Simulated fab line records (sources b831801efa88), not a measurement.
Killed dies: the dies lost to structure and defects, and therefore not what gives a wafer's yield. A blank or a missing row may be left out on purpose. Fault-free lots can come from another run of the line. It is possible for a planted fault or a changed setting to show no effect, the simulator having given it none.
fab line records + flow sky130
record
- lots=5
- wafers=15
- last_day=50
route steps=708 shown POLY_GATE@217 LDD_N@237 LDD_P@255 PAD_OPEN@708
lots that met no fault: taken from a fault-free run of the same line
start_h: hours from the record's opening day to when the first of the lot's shown wafers began + wait_h: time in hours since the lot's previous step + " unchanged from the row above + L1.1+2: several wafers, shown together as one row + - no value, or no start was given + * or withheld: withheld + < > ~ a bound
route shown NAME@n: a module of which the file shows steps, and the number in the route of the first + usual: mean and standard deviation over wafers with no fault + same: alike in all rows + chamber/n: place in a boat + sites: readings site by site + _std_site: how widely they spread, as a standard deviation + _edge_site: mean of outer sites minus mean of inner sites + radius_mm: how far each site lies from the wafer's centre + mask NAME#n: copy n + behind: the last tool/chamber to shape the wafer + hold: why the lot was held/for how many hours/how that ended + device: transistor that didn't switch, given as n, p or np + end of line: the tests these same wafers got at the end of their route + for a step that has no rows: nothing shown but its recipe + killed: not the wafer's yield, but the dies lost to structure and defects at the first sort + map: a wafer's dies, marking killed ones x, the rest . and places with no die _
set.NAME: the setting that was run; set.NAME@STEP: the one run at that earlier step + model.NAME: the simulator's own value behind a step, which no gauge read
certain route steps with their lots: each step a table, each wafer a row
services: a tool's chamber out of use, with start hour (start_h, from the record's first day; less than 0 if before it), hours out, and reason
## steps
# step SKY_POLY_GATE_CVD_03
# recipe
- material=Si3N4
- precursor=DCS/NH3
- target_thk_nm=75
- temp_c=770
- time_s=1290
- pressure_mtorr=250
# step SKY_POLY_GATE_THK_MEAS_04
# recipe
- reads=Si3N4_of_POLY_GATE_CVD_03
# usual
- POLY_GATE_CVD_03_THK=75.3/0.64
| lot.wafer | tool          | chamber | start_h | wait_h | POLY_GATE_CVD_03_THK[nm] |
|-----------|---------------|---------|---------|--------|--------------------------|
| L570.1    | film_metro-04 | -       | 336.19  | 0.0    | 76.0                     |
| L570.3    | "             | -       | "       | "      | 76.4                     |
| L570.6    | "             | -       | "       | "      | 77.2                     |
| L577.3    | film_metro-03 | -       | 403.90  | 0.0    | 74.9                     |
| L577.5    | "             | -       | "       | "      | 74.6                     |
| L577.6    | "             | -       | "       | "      | 74.6                     |
| L578.2    | film_metro-03 | -       | 412.57  | 0.0    | 76.7                     |
| L578.4    | "             | -       | "       | "      | 76.5                     |
| L578.5    | "             | -       | "       | "      | 76.2                     |
| L581.1    | film_metro-03 | -       | 440.07  | 0.0    | 74.4                     |
| L581.3    | "             | -       | "       | "      | 74.8                     |
| L581.6    | "             | -       | "       | "      | 74.6                     |
| L593.2    | film_metro-04 | -       | 545.44  | 0.0    | 74.7                     |
| L593.4    | "             | -       | "       | "      | 75.7                     |
| L593.6    | "             | -       | "       | "      | 75.7                     |
# step SKY_POLY_GATE_DEHYDRATE_05
# recipe
- temp_c=200
- time_s=60
# step SKY_POLY_GATE_HMDS_06
# recipe
- prime_time_s=60
- prime_temp_c=120
# step SKY_POLY_GATE_COAT_07
# recipe
- resist=BARC
- temp_c=withheld
- time_s=withheld
- spin_rpm=3000
- resist_thk_nm=110
# step SKY_POLY_GATE_COAT_08
# recipe
- resist=KrF-thick
- spin_rpm=3000
- resist_thk_nm=450
# step SKY_POLY_GATE_SOFTBAKE_09
# recipe
- temp_c=100
- time_s=90
- resist=KrF-thick
# step SKY_POLY_GATE_EXPOSE_10
# recipe
- mask_id=P1M
- na=0.68
- source_shape=conventional
- sigma_outer=0.6
- target_cd_nm=150
- dose_mj=28
# step SKY_POLY_GATE_PEB_11
# recipe
- peb_temp_c=withheld
- peb_time_s=withheld
- resist=KrF-thick
# step SKY_POLY_GATE_DEVELOP_12
# recipe
- develop_time_s=60
- resist=KrF-thick
- dev_temp_c=21
# step SKY_POLY_GATE_CD_MEAS_13
# recipe
- target_cd_nm=150
# usual
- cd_nm=149.7/1.1
| lot.wafer | tool      | chamber | start_h | wait_h | cd_nm |
|-----------|-----------|---------|---------|--------|-------|
| L570.1    | cd_sem-01 | -       | 363.86  | -      | 149.4 |
| L570.3    | "         | -       | "       | "      | 149.6 |
| L570.6    | "         | -       | "       | "      | 150.0 |
| L577.3    | cd_sem-02 | -       | 433.55  | -      | 151.2 |
| L577.5    | "         | -       | "       | "      | 151.9 |
| L577.6    | "         | -       | "       | "      | 151.3 |
| L578.2    | cd_sem-01 | -       | 441.96  | -      | 147.6 |
| L578.4    | "         | -       | "       | "      | 148.5 |
| L578.5    | "         | -       | "       | "      | 147.5 |
| L581.1    | cd_sem-01 | -       | 471.61  | -      | 149.1 |
| L581.3    | "         | -       | "       | "      | 149.6 |
| L581.6    | "         | -       | "       | "      | 148.9 |
| L593.2    | cd_sem-01 | -       | 575.48  | -      | 150.6 |
| L593.4    | "         | -       | "       | "      | 150.1 |
| L593.6    | "         | -       | "       | "      | 151.1 |
# step SKY_POLY_GATE_OVL_MEAS_14
# usual
- POLY_GATE_OVL=0/5.4
| lot.wafer | tool       | chamber | start_h | wait_h | POLY_GATE_OVL[nm] |
|-----------|------------|---------|---------|--------|-------------------|
| L570.1    | overlay-02 | -       | 363.98  | 0.1    | 6                 |
| L570.3    | "          | -       | "       | "      | 3                 |
| L570.6    | "          | -       | "       | "      | 5                 |
| L577.3    | overlay-02 | -       | 433.65  | 0.1    | 6                 |
| L577.5    | "          | -       | "       | "      | 5                 |
| L577.6    | "          | -       | "       | "      | 9                 |
| L578.2    | overlay-02 | -       | 442.06  | 0.1    | -5                |
| L578.4    | "          | -       | "       | "      | -6                |
| L578.5    | "          | -       | "       | "      | -7                |
| L581.1    | overlay-02 | -       | 471.73  | 0.1    | 4                 |
| L581.3    | "          | -       | "       | "      | 9                 |
| L581.6    | "          | -       | "       | "      | 10                |
| L593.2    | overlay-01 | -       | 575.59  | 0.1    | -4                |
| L593.4    | "          | -       | "       | "      | 2                 |
| L593.6    | "          | -       | "       | "      | 5                 |
# step SKY_POLY_GATE_ETCH_15
# recipe
- chemistry=N2/H2
- target=BARC
- ion_energy_ev=200
- source_w=500
- bias_w=100
- pressure_mtorr=30
- n2_flow_sccm=100
- h2_flow_sccm=200
- stop_on=SiO2
- time_s=118.5
- target_depth_a=1100
# usual
- bias_w=99.96/0.27
- chamber_pressure_mTorr=29.997/0.025
- drypump_motor_current_A=5.6/0.42
- oes_product_au=0.716/0.0049
- throttle_valve_pct=13.213/0.0094
| lot.wafer | tool        | chamber | start_h | wait_h | bias_w | chamber_pressure_mTorr | drypump_motor_current_A | oes_product_au | rf_hours_counter_h | throttle_valve_pct |
|-----------|-------------|---------|---------|--------|--------|------------------------|-------------------------|----------------|--------------------|--------------------|
| L570.1    | rie_diel-02 | 2       | 364.01  | 0.0    | 100.22 | 30.034                 | 5.6                     | 0.711          | 9                  | 13.219             |
| L570.3    | "           | 0       | "       | "      | 100.15 | 30.013                 | 5.3                     | 0.715          | 4                  | 13.200             |
| L570.6    | "           | 2       | "       | "      | 99.94  | 29.966                 | 5.6                     | 0.717          | -                  | 13.202             |
| L577.3    | rie_diel-03 | 3       | 433.67  | 0.0    | 99.97  | 29.999                 | 5.8                     | 0.713          | 10                 | 13.208             |
| L577.5    | "           | 3       | "       | "      | 99.64  | 30.008                 | 5.8                     | 0.707          | -                  | 13.187             |
| L577.6    | "           | 2       | "       | "      | 100.41 | 30.023                 | 5.9                     | 0.720          | -                  | 13.218             |
| L578.2    | rie_diel-01 | 3       | 442.09  | 0.0    | 99.77  | 30.043                 | 5.8                     | 0.715          | 44                 | 13.211             |
| L578.4    | "           | 2       | "       | "      | 100.68 | 30.012                 | 5.7                     | 0.722          | 62                 | 13.222             |
| L578.5    | "           | 0       | "       | "      | 99.63  | 29.984                 | 6.5                     | 0.714          | -                  | 13.212             |
| L581.1    | rie_diel-01 | 3       | 471.77  | 0.0    | 99.46  | 29.988                 | 5.8                     | 0.725          | 45                 | 13.210             |
| L581.3    | "           | 2       | "       | "      | 100.45 | 29.980                 | 5.7                     | 0.713          | 62                 | 13.207             |
| L581.6    | "           | 0       | "       | "      | 99.72  | 30.006                 | 6.6                     | 0.722          | -                  | 13.213             |
| L593.2    | rie_diel-03 | 2       | 575.62  | 0.0    | 99.93  | 30.014                 | 6.0                     | 0.711          | 17                 | 13.216             |
| L593.4    | "           | 3       | "       | "      | 99.81  | 30.054                 | 5.8                     | 0.717          | 12                 | 13.213             |
| L593.6    | "           | 3       | "       | "      | 99.78  | 30.001                 | 5.8                     | 0.717          | -                  | 13.200             |
# step SKY_POLY_GATE_ETCH_16
# recipe
- stop_on=poly-Si
- chemistry=CH3F/O2
- target=Si3N4
- source_w=400
- bias_w=80
- pressure_mtorr=25
- ch3f_flow_sccm=40
- O2_flow_sccm=30
- time_s=147.5
- target_depth_a=750
# usual
- bias_w=79.98/0.24
- chamber_pressure_mTorr=24.998/0.023
- drypump_motor_current_A=5.6/0.42
- oes_product_au=0.642/0.0053
- throttle_valve_pct=10.537/0.0089
| lot.wafer | tool        | chamber | start_h | wait_h | bias_w | chamber_pressure_mTorr | drypump_motor_current_A | oes_product_au | rf_hours_counter_h | throttle_valve_pct |
|-----------|-------------|---------|---------|--------|--------|------------------------|-------------------------|----------------|--------------------|--------------------|
| L570.1    | rie_diel-02 | 2       | 364.10  | 0.0    | 80.02  | 24.978                 | 5.6                     | 0.646          | 9                  | 10.534             |
| L570.3    | "           | 0       | "       | "      | 80.23  | 24.996                 | 5.4                     | 0.647          | 5                  | 10.540             |
| L570.6    | "           | 2       | "       | "      | 79.96  | 24.971                 | 5.6                     | 0.644          | -                  | 10.537             |
| L577.3    | rie_diel-03 | 3       | 433.75  | 0.0    | 79.66  | 24.973                 | 5.9                     | 0.633          | 10                 | 10.549             |
| L577.5    | "           | 3       | "       | "      | 79.84  | 24.994                 | 5.8                     | 0.639          | -                  | 10.528             |
| L577.6    | "           | 2       | "       | "      | 80.03  | 24.999                 | 5.9                     | 0.629          | -                  | 10.539             |
| L578.2    | rie_diel-01 | 3       | 442.17  | 0.0    | 80.33  | 25.006                 | 5.8                     | 0.646          | 44                 | 10.543             |
| L578.4    | "           | 2       | "       | "      | 79.85  | 24.965                 | 5.7                     | 0.646          | 62                 | 10.546             |
| L578.5    | "           | 0       | "       | "      | 80.27  | 24.987                 | 6.6                     | 0.641          | -                  | 10.539             |
| L581.1    | rie_diel-01 | 3       | 471.85  | 0.0    | 80.36  | 25.004                 | 5.8                     | 0.637          | 45                 | 10.533             |
| L581.3    | "           | 2       | "       | "      | 79.97  | 24.996                 | 5.7                     | 0.634          | 62                 | 10.545             |
| L581.6    | "           | 0       | "       | "      | 79.74  | 25.006                 | 6.6                     | 0.648          | -                  | 10.544             |
| L593.2    | rie_diel-03 | 2       | 575.71  | 0.0    | 80.15  | 25.008                 | 6.0                     | 0.643          | 17                 | 10.529             |
| L593.4    | "           | 3       | "       | "      | 80.59  | 24.972                 | 5.8                     | 0.635          | 12                 | 10.536             |
| L593.6    | "           | 3       | "       | "      | 80.13  | 24.949                 | 5.9                     | 0.638          | -                  | 10.534             |
# step SKY_POLY_GATE_ETCH_17
# recipe
- target_depth_nm=180
- stop_on=SiO2
- over_etch_frac=0.56667
- chemistry=HBr/Cl2
- target=poly-Si
- icp_w=400
- bias_w=100
- pressure_mtorr=10
- HBr_flow_sccm=150
- Cl2_flow_sccm=50
- time_s=70.5
# usual
- bias_w=99.99/0.28
- chamber_pressure_mTorr=9.999/0.0094
- drypump_motor_current_A=5.24/0.25
- oes_product_au=0.987/0.0062
- throttle_valve_pct=33.685/0.0094
| lot.wafer | tool      | chamber | start_h | wait_h | bias_w | chamber_pressure_mTorr | drypump_motor_current_A | oes_product_au | rf_hours_counter_h | throttle_valve_pct |
|-----------|-----------|---------|---------|--------|--------|------------------------|-------------------------|----------------|--------------------|--------------------|
| L570.1    | rie_si-01 | 1       | 364.19  | 0.0    | 100.09 | 10.012                 | 5.52                    | 1.000          | 1                  | 33.687             |
| L570.3    | "         | 3       | "       | "      | 100.51 | 9.992                  | 5.39                    | 0.984          | 1                  | 33.680             |
| L570.6    | "         | 0       | "       | "      | 99.91  | 9.992                  | 5.15                    | 0.990          | -                  | 33.688             |
| L577.3    | rie_si-02 | 2       | 433.85  | 0.0    | 100.44 | 10.022                 | 5.39                    | 0.988          | 0                  | 33.686             |
| L577.5    | "         | 3       | "       | "      | 99.94  | 10.001                 | 4.79                    | 0.983          | -                  | 33.669             |
| L577.6    | "         | 1       | "       | "      | 99.58  | 9.997                  | 5.37                    | 0.987          | -                  | 33.686             |
| L578.2    | rie_si-01 | 2       | 442.27  | 0.0    | 100.04 | 10.008                 | 4.97                    | 0.986          | 0                  | 33.694             |
| L578.4    | "         | 3       | "       | "      | 100.29 | 10.006                 | 5.40                    | 0.983          | 2                  | 33.694             |
| L578.5    | "         | 3       | "       | "      | 99.95  | 10.001                 | 5.39                    | 0.979          | -                  | 33.692             |
| L581.1    | rie_si-01 | 0       | 471.95  | 0.0    | 99.96  | 10.012                 | 5.14                    | 1.004          | 10                 | 33.697             |
| L581.3    | "         | 2       | "       | "      | 100.05 | 9.991                  | 4.97                    | 0.987          | 1                  | 33.681             |
| L581.6    | "         | 1       | "       | "      | 100.24 | 10.012                 | 5.52                    | 1.003          | -                  | 33.687             |
| L593.2    | rie_si-01 | 1       | 575.81  | 0.0    | 99.77  | 10.006                 | 5.54                    | 0.983          | 2                  | 33.681             |
| L593.4    | "         | 2       | "       | "      | 100.03 | 10.005                 | 4.97                    | 0.975          | 1                  | 33.678             |
| L593.6    | "         | 0       | "       | "      | 99.58  | 9.992                  | 5.12                    | 0.980          | -                  | 33.698             |
# step SKY_POLY_GATE_STRIP_18
# recipe
- chemistry=O2/N2
- power_w=1400
- pressure_mtorr=1500
- platen_temp_c=withheld
- o2_flow_sccm=3000
- n2_flow_sccm=300
- overash_fraction=0.5
# usual
- chamber_pressure_mTorr=1500.2/1.3
- drypump_motor_current_A=5.4/0.48
- oes_product_au=0.361/0.0048
- strip_time_to_endpoint_s=3.16/0.032
| lot.wafer | tool            | chamber | start_h | wait_h | chamber_pressure_mTorr | drypump_motor_current_A | oes_product_au | rf_hours_counter_h | strip_time_to_endpoint_s |
|-----------|-----------------|---------|---------|--------|------------------------|-------------------------|----------------|--------------------|--------------------------|
| L570.1    | plasma_asher-03 | 1       | 364.25  | 0.0    | 1500.7                 | 5.4                     | 0.369          | 25                 | 3.21                     |
| L570.3    | "               | 0       | "       | "      | 1502.0                 | 6.1                     | 0.358          | -                  | 3.18                     |
| L570.6    | "               | 0       | "       | "      | 1501.4                 | 6.1                     | 0.374          | -                  | 3.21                     |
| L577.3    | plasma_asher-02 | 0       | 433.94  | 0.1    | 1501.6                 | 6.0                     | 0.369          | -                  | 3.15                     |
| L577.5    | "               | 0       | "       | "      | 1501.3                 | 6.0                     | 0.359          | -                  | 3.12                     |
| L577.6    | "               | 1       | "       | "      | 1501.1                 | 4.8                     | 0.365          | -                  | 3.17                     |
| L578.2    | plasma_asher-04 | 0       | 442.33  | 0.0    | 1499.2                 | 5.6                     | 0.364          | 72                 | 3.18                     |
| L578.4    | "               | 1       | "       | "      | 1501.8                 | 5.0                     | 0.361          | -                  | 3.20                     |
| L578.5    | "               | 1       | "       | "      | 1497.4                 | 4.9                     | 0.363          | -                  | 3.14                     |
| L581.1    | plasma_asher-02 | 0       | 472.01  | 0.0    | 1500.8                 | 6.0                     | 0.358          | 66                 | 3.11                     |
| L581.3    | "               | 0       | "       | "      | 1502.5                 | 6.1                     | 0.353          | -                  | 3.11                     |
| L581.6    | "               | 0       | "       | "      | 1500.7                 | 6.0                     | 0.357          | -                  | 3.10                     |
| L593.2    | plasma_asher-04 | 0       | 575.86  | 0.0    | 1499.6                 | 5.6                     | 0.366          | 85                 | 3.13                     |
| L593.4    | "               | 0       | "       | "      | 1501.0                 | 5.6                     | 0.363          | -                  | 3.22                     |
| L593.6    | "               | 1       | "       | "      | 1501.3                 | 5.0                     | 0.361          | -                  | 3.17                     |
# step SKY_POLY_GATE_CLEAN_19
# recipe
- chemistry=SC1/SC2
- mix=1:4:20
- temp_c=70
- time_s=150
- dry=n2_spin
# step SKY_POLY_GATE_OXIDATION_20
# recipe
- temp_c=850
- ambient=O2
- stabilise_s=600
- purge_s=300
- target_thk_a=40
- ox_time_s=899
# step SKY_POLY_GATE_THK_MEAS_21
# recipe
- reads=SiO2_of_POLY_GATE_OXIDATION_20
# usual
- POLY_GATE_OXIDATION_THK=4.02/0.09
| lot.wafer | tool          | chamber | start_h | wait_h | POLY_GATE_OXIDATION_THK[nm] |
|-----------|---------------|---------|---------|--------|-----------------------------|
| L570.1    | film_metro-02 | -       | 365.79  | 0.0    | 3.97                        |
| L570.3    | "             | -       | "       | "      | 4.04                        |
| L570.6    | "             | -       | "       | "      | 4.05                        |
| L577.3    | film_metro-03 | -       | 437.35  | 0.0    | 4.07                        |
| L577.5    | "             | -       | "       | "      | 4.01                        |
| L577.6    | "             | -       | "       | "      | 4.15                        |
| L578.2    | film_metro-04 | -       | 444.26  | 0.0    | 4.10                        |
| L578.4    | "             | -       | "       | "      | 4.06                        |
| L578.5    | "             | -       | "       | "      | 4.14                        |
| L581.1    | film_metro-03 | -       | 473.98  | 0.0    | 3.94                        |
| L581.3    | "             | -       | "       | "      | 3.97                        |
| L581.6    | "             | -       | "       | "      | 3.91                        |
| L593.2    | film_metro-03 | -       | 577.70  | 0.0    | 3.90                        |
| L593.4    | "             | -       | "       | "      | 3.97                        |
| L593.6    | "             | -       | "       | "      | 3.95                        |
# step SKY_POLY_GATE_CD_MEAS_22
# usual
- cd_nm=149.8/1.6
| lot.wafer | tool      | chamber | start_h | wait_h | cd_nm |
|-----------|-----------|---------|---------|--------|-------|
| L570.1    | cd_sem-02 | -       | 365.85  | 0.1    | 149.2 |
| L570.3    | "         | -       | "       | "      | 149.5 |
| L570.6    | "         | -       | "       | "      | 148.7 |
| L577.3    | cd_sem-02 | -       | 437.45  | 0.1    | 153.1 |
| L577.5    | "         | -       | "       | "      | 151.1 |
| L577.6    | "         | -       | "       | "      | 151.5 |
| L578.2    | cd_sem-02 | -       | 444.34  | 0.1    | 148.9 |
| L578.4    | "         | -       | "       | "      | 151.3 |
| L578.5    | "         | -       | "       | "      | 150.0 |
| L581.1    | cd_sem-01 | -       | 474.04  | 0.1    | 148.6 |
| L581.3    | "         | -       | "       | "      | 149.4 |
| L581.6    | "         | -       | "       | "      | 147.6 |
| L593.2    | cd_sem-01 | -       | 577.78  | 0.1    | 151.8 |
| L593.4    | "         | -       | "       | "      | 150.0 |
| L593.6    | "         | -       | "       | "      | 152.1 |
# step SKY_LDD_N_DEHYDRATE_00
# recipe
- temp_c=200
- time_s=60
# step SKY_LDD_N_HMDS_01
# recipe
- prime_time_s=60
- prime_temp_c=120
# step SKY_LDD_N_COAT_02
# recipe
- resist=NOVOLAK
- spin_rpm=3000
- resist_thk_nm=300
# step SKY_LDD_N_SOFTBAKE_03
# recipe
- temp_c=90
- time_s=60
- resist=NOVOLAK
# step SKY_LDD_N_EXPOSE_04
# recipe
- mask_id=NTM
- target_cd_nm=840
- na=0.6
- source_shape=conventional
- sigma_outer=0.6
- dose_mj=110
# step SKY_LDD_N_PEB_05
# recipe
- temp_c=withheld
- time_s=*
- resist=NOVOLAK
# step SKY_LDD_N_DEVELOP_06
# recipe
- develop_time_s=60
- dev_temp_c=23
# step SKY_LDD_N_OVL_MEAS_07
# usual
- LDD_N_OVL=-0.5/1.3
| lot.wafer | tool       | chamber | start_h | wait_h | LDD_N_OVL[nm] |
|-----------|------------|---------|---------|--------|---------------|
| L570.1    | overlay-01 | -       | 394.55  | 0.1    | 0.2           |
| L570.3    | "          | -       | "       | "      | 0.6           |
| L570.6    | "          | -       | "       | "      | 0.2           |
| L577.3    | overlay-02 | -       | 469.10  | 0.1    | 0.3           |
| L577.5    | "          | -       | "       | "      | -2.0          |
| L577.6    | "          | -       | "       | "      | 0.4           |
| L578.2    | overlay-02 | -       | 474.46  | 0.1    | -3.2          |
| L578.4    | "          | -       | "       | "      | -2.5          |
| L578.5    | "          | -       | "       | "      | 0.1           |
| L581.1    | overlay-02 | -       | 504.79  | 0.1    | 1.9           |
| L581.3    | "          | -       | "       | "      | 1.0           |
| L581.6    | "          | -       | "       | "      | 0.6           |
| L593.2    | overlay-02 | -       | 606.61  | 0.1    | 2.3           |
| L593.4    | "          | -       | "       | "      | 1.1           |
| L593.6    | "          | -       | "       | "      | 1.7           |
# step SKY_LDD_N_IMPLANT_08
# recipe
- species=As
- energy_kev=20
- dose_cm2=7.5e+13
- tilt_deg=withheld
- rotation_deg=23
# step SKY_LDD_N_IMPLANT_09
# recipe
- species=As
- energy_kev=20
- dose_cm2=7.5e+13
- tilt_deg=withheld
- rotation_deg=113
# step SKY_LDD_N_IMPLANT_10
# recipe
- species=As
- energy_kev=20
- dose_cm2=7.5e+13
- tilt_deg=withheld
- rotation_deg=203
# step SKY_LDD_N_IMPLANT_11
# recipe
- species=As
- energy_kev=20
- dose_cm2=7.5e+13
- tilt_deg=withheld
- rotation_deg=293
# step SKY_LDD_N_IMPLANT_12
# recipe
- species=BF2
- energy_kev=50
- dose_cm2=5e+12
- tilt_deg=30
- rotation_deg=0
# step SKY_LDD_N_IMPLANT_13
# recipe
- species=BF2
- energy_kev=50
- dose_cm2=5e+12
- tilt_deg=30
- rotation_deg=90
# step SKY_LDD_N_IMPLANT_14
# recipe
- species=BF2
- energy_kev=50
- dose_cm2=5e+12
- tilt_deg=30
- rotation_deg=180
# step SKY_LDD_N_IMPLANT_15
# recipe
- species=BF2
- energy_kev=50
- dose_cm2=5e+12
- tilt_deg=30
- rotation_deg=270
# step SKY_LDD_N_STRIP_16
# recipe
- chemistry=O2/N2
- power_w=1400
- pressure_mtorr=1500
- platen_temp_c=withheld
- o2_flow_sccm=3000
- n2_flow_sccm=300
- overash_fraction=0.5
# usual
- chamber_pressure_mTorr=1500.0/1.4
- drypump_motor_current_A=5.5/0.42
- oes_product_au=0.406/0.0049
- strip_time_to_endpoint_s=4.311/0.014
| lot.wafer | tool            | chamber | start_h | wait_h | chamber_pressure_mTorr | drypump_motor_current_A | oes_product_au | rf_hours_counter_h | strip_time_to_endpoint_s |
|-----------|-----------------|---------|---------|--------|------------------------|-------------------------|----------------|--------------------|--------------------------|
| L570.1    | plasma_asher-01 | 1       | 395.79  | 0.1    | 1500.0                 | 6.0                     | 0.404          | 71                 | 4.312                    |
| L570.3    | "               | 1       | "       | "      | 1498.2                 | 6.0                     | 0.406          | -                  | 4.314                    |
| L570.6    | "               | 0       | "       | "      | 1498.6                 | 5.2                     | 0.408          | -                  | 4.322                    |
| L577.3    | plasma_asher-04 | 0       | 470.35  | 0.1    | 1499.2                 | 5.6                     | 0.410          | -                  | 4.317                    |
| L577.5    | "               | 1       | "       | "      | 1500.5                 | 4.9                     | 0.415          | -                  | 4.320                    |
| L577.6    | "               | 0       | "       | "      | 1497.3                 | 5.6                     | 0.403          | -                  | 4.342                    |
| L578.2    | plasma_asher-04 | 0       | 475.69  | 0.1    | 1501.3                 | 5.6                     | 0.409          | 75                 | 4.322                    |
| L578.4    | "               | 0       | "       | "      | 1499.1                 | 5.6                     | 0.400          | -                  | 4.311                    |
| L578.5    | "               | 1       | "       | "      | 1499.2                 | 5.0                     | 0.404          | -                  | 4.316                    |
| L581.1    | plasma_asher-04 | 1       | 506.02  | 0.1    | 1501.9                 | 4.9                     | 0.404          | 78                 | 4.341                    |
| L581.3    | "               | 1       | "       | "      | 1498.9                 | 4.9                     | 0.403          | -                  | 4.320                    |
| L581.6    | "               | 1       | "       | "      | 1501.1                 | 5.0                     | 0.401          | -                  | 4.296                    |
| L593.2    | plasma_asher-01 | 1       | 607.91  | 0.2    | 1499.4                 | 6.0                     | 0.410          | 18                 | 4.303                    |
| L593.4    | "               | 1       | "       | "      | 1500.5                 | 6.1                     | 0.407          | -                  | 4.309                    |
| L593.6    | "               | 0       | "       | "      | 1501.1                 | 5.2                     | 0.411          | -                  | 4.329                    |
# step SKY_LDD_N_TW_MEAS_17
# usual
- LDD_N_TW=2573/25
| lot.wafer | tool          | chamber | start_h | wait_h | LDD_N_TW |
|-----------|---------------|---------|---------|--------|----------|
| L570.1    | film_metro-04 | -       | 395.89  | 0.1    | 2537     |
| L570.3    | "             | -       | "       | "      | 2549     |
| L570.6    | "             | -       | "       | "      | 2544     |
| L577.3    | film_metro-02 | -       | 470.44  | 0.1    | 2624     |
| L577.5    | "             | -       | "       | "      | 2602     |
| L577.6    | "             | -       | "       | "      | 2615     |
| L578.2    | film_metro-04 | -       | 475.80  | 0.1    | 2546     |
| L578.4    | "             | -       | "       | "      | 2555     |
| L578.5    | "             | -       | "       | "      | 2541     |
| L581.1    | film_metro-04 | -       | 506.12  | 0.1    | 2550     |
| L581.3    | "             | -       | "       | "      | 2545     |
| L581.6    | "             | -       | "       | "      | 2553     |
| L593.2    | film_metro-01 | -       | 608.02  | 0.1    | 2577     |
| L593.4    | "             | -       | "       | "      | 2555     |
| L593.6    | "             | -       | "       | "      | 2584     |
# step SKY_LDD_P_DEHYDRATE_00
# recipe
- temp_c=200
- time_s=60
# step SKY_LDD_P_HMDS_01
# recipe
- prime_time_s=60
- prime_temp_c=120
# step SKY_LDD_P_COAT_02
# recipe
- resist=NOVOLAK
- spin_rpm=3000
- resist_thk_nm=1140
# step SKY_LDD_P_SOFTBAKE_03
# recipe
- temp_c=90
- time_s=60
- resist=NOVOLAK
# step SKY_PAD_OPEN_PROBE_99
# usual
- killed_at_M0_to_M3=42/7.7
- killed_at_M4_up=3.1/1.9
- killed_at_contacts=24/4.9
- killed_at_front_end=15/4.6
- killed_at_other=0.3/0.51
- killed_dies=85/9.9
- killed_open=47/7.1
- killed_short=38/6.7
# same
- gross_dies=492
- killed_at_back_side=0
| lot.wafer | tool      | chamber | start_h | wait_h | killed_at_M0_to_M3 | killed_at_M4_up | killed_at_contacts | killed_at_front_end | killed_at_other | killed_dies | killed_open | killed_short |
|-----------|-----------|---------|---------|--------|--------------------|-----------------|--------------------|---------------------|-----------------|-------------|-------------|--------------|
| L581.6    | prober-02 | -       | 1142.36 | 0.2    | 33                 | 4               | 26                 | 59                  | 0               | 122         | 31          | 40           |
# killed by level:class
L581.6 POLY_GATE:unspecified=51 CONTACT:geometric_particle:open=10 VIA1:geometric_particle:short=6 LI_CONTACT:geometric_particle:open=5 VIA3:geometric_particle:open=5 CONTACT:geometric_particle:short=4 VIA2:geometric_particle:short=4 VIA3:geometric_particle:short=4
# map L581.6 (x killed, . not)
__________..x......x_________
________........x....._______
______xx...........x...._____
_____.......x...xx..x..x.____
____............x.........___
___.x...xxx......x.x.......__
__..........x.............x._
_.................x....x...x.
_........xx.x.....x..........
_.x.....x............x.......
_....................x.......
_x.x.......x...x.xx..........
_.......xx......x.....xx....x
_......x.xx..x...xx..x.......
_xxx....x....xx.xxxxx.x..x...
__..........xxxxxxxxxxx.x..._
___..x....x....xxxxxxx.xx..__
____...........xxxxxxxx...___
_____..x......xxxxxxxxx..____
______.......xxxxxxxxx.._____
________....x..x.xxx.._______
__________....x.xx.x_________
# map L578.2 (x killed, . not)
__________...x......_________
________x.x.xx......x._______
______........x.......x._____
_____.xx......x.......x..____
____.x.x......x...........___
___...............x...x....__
__....................x....x_
_x.....x..x...x..x..x.....xx.
_.............x..x....x......
_....x.x.......x.....xx....x.
_x.............xx............
_..x........xx..xx...........
_...x.........x.....x........
_..................x...xx....
_x.............xx......x..x..
__..xx..x..x.x........xxx..._
___...x..x...x..x..x.......__
____.x.x..................___
_____.....x.....x........____
______........x......x.._____
________.x....xx...x.._______
__________x.x.x....._________
## services
| tool            | chamber | start_h | hours | kind   |
|-----------------|---------|---------|-------|--------|
| rie_diel-02     | 3       | 358.24  | 2.3   | repair |
| rie_si-01       | 1       | 358.35  | 4.9   | repair |
| plasma_asher-01 | -       | 368.96  | 1.6   | repair |
| rie_si-02       | 0       | 374.30  | 4.0   | repair |
| rie_diel-01     | 0       | 381.51  | 2.4   | repair |
| rie_si-02       | 2       | 398.25  | 7.6   | repair |
| plasma_asher-01 | -       | 419.55  | 4.3   | pm     |
| plasma_asher-01 | -       | 423.88  | 9.0   | pm     |
| plasma_asher-02 | -       | 425.83  | 0.4   | repair |
| rie_si-01       | 1       | 454.17  | 5.2   | repair |
| plasma_asher-03 | -       | 467.94  | 1.4   | repair |
| rie_diel-02     | 3       | 475.83  | 7.1   | repair |
| rie_diel-01     | 0       | 477.71  | 14.4  | repair |
| rie_diel-02     | -       | 479.04  | 1.0   | repair |
| rie_diel-01     | 1       | 487.09  | 4.7   | repair |
| rie_diel-01     | 3       | 489.88  | 6.5   | repair |
| plasma_asher-01 | -       | 492.53  | 3.1   | repair |
| rie_diel-01     | 3       | 504.05  | 7.6   | repair |
| rie_si-01       | 1       | 513.57  | 9.3   | repair |
| rie_diel-03     | 1       | 528.37  | 9.9   | repair |
| rie_diel-03     | 1       | 545.68  | 5.7   | repair |
| rie_si-01       | 2       | 559.78  | 7.0   | repair |
| plasma_asher-04 | -       | 568.68  | 2.8   | pm     |
| rie_diel-01     | -       | 592.56  | 0.7   | repair |
## key
first_sign
- step=SKY_PAD_OPEN_PROBE_99
- reading=killed_at_front_end
- direction=up
- sigmas=9.4
- usual=15
- struck=59
effect
- step=SKY_PAD_OPEN_PROBE_99
- reading=killed_dies
- direction=up
- sigmas=3.7
- usual=85
- struck=122
met_at SKY_POLY_GATE_ETCH_15
struck_wafers L581.6
tester_left_out L581
onset_between 442.09 471.77
fault
- kind=chamber_particle_source
- tool=rie_diel-01
- chamber=0
- onset_h=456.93
- steps=SKY_POLY_GATE_ETCH_15
- rate_per_visit_cm2=0.82606
- end_h=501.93
# tester_left_out: of these lots the tester's yield and bins aren't shown, on N5 and GAA mostly nor the transistor test; their killed dies are dies lost to structure and defects alone, not to doping, threshold or leakage, so they don't give the yield
